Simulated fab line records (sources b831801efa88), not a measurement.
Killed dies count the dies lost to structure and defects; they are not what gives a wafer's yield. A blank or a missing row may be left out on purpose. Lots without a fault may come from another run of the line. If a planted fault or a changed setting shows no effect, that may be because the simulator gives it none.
Chamber matching -- flow gf180mcu -- GF_PASSIVATION_CVD_00 on pecvd-03 has 3 sister chambers
The step deposits SiO2 from TEOS, target thk 1000 nm, time 111.95 s. 6 wafers are shown with their chamber, then 11 later ones without.

WAFERS PAIRED WITH THEIR CHAMBERS
wafer,chamber,heater-power-w (W)
L085.5,1,677
L086.1,1,651
L086.3,0,654
L089.3,0,532
L089.4,2,498
L091.3,2,483

WAFERS MISSING THEIR CHAMBER
wafer,heater-power-w (W)
L091.5,645
L091.6,507
L092.1,635
L092.3,589
L092.4,414
L093.2,637
L093.3,502
L093.4,411
L095.2,442
L095.3,661
L095.6,475

WHICH CHAMBER EACH ONE RAN IN
wafer,from the rows above,in truth
L091.5,can't be placed: 1 or 0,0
L091.6,can't be placed: 2 or 0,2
L092.1,can't be placed: 1 or 0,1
L092.3,can't be placed: 0 or 1 or 2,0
L092.4,can't be placed: 2 or 0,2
L093.2,can't be placed: 1 or 0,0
L093.3,can't be placed: 2 or 0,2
L093.4,can't be placed: 2 or 0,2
L095.2,can't be placed: 2 or 0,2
L095.3,can't be placed: 1 or 0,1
L095.6,can't be placed: 2 or 0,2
0 of 11 placed correctly. Can't be placed from these rows: 11 (the true chamber is among the candidates in 11). Number placed wrongly: 0.
How it was worked out, from the rows above alone: a wafer's distance from a chamber is the root of the sum, over the readings, of the square of ((its reading less the chamber's mean) divided by the reading's scatter). The wafer belongs to the nearest chamber; if the next one is less than 2 further off, it can't be placed. Each chamber's mean is taken over the wafers shown for it. The scatter is the square root of a quotient: the sum, over the shown wafers, of each reading's squared deviation from its chamber's mean, divided by wafers minus chambers.
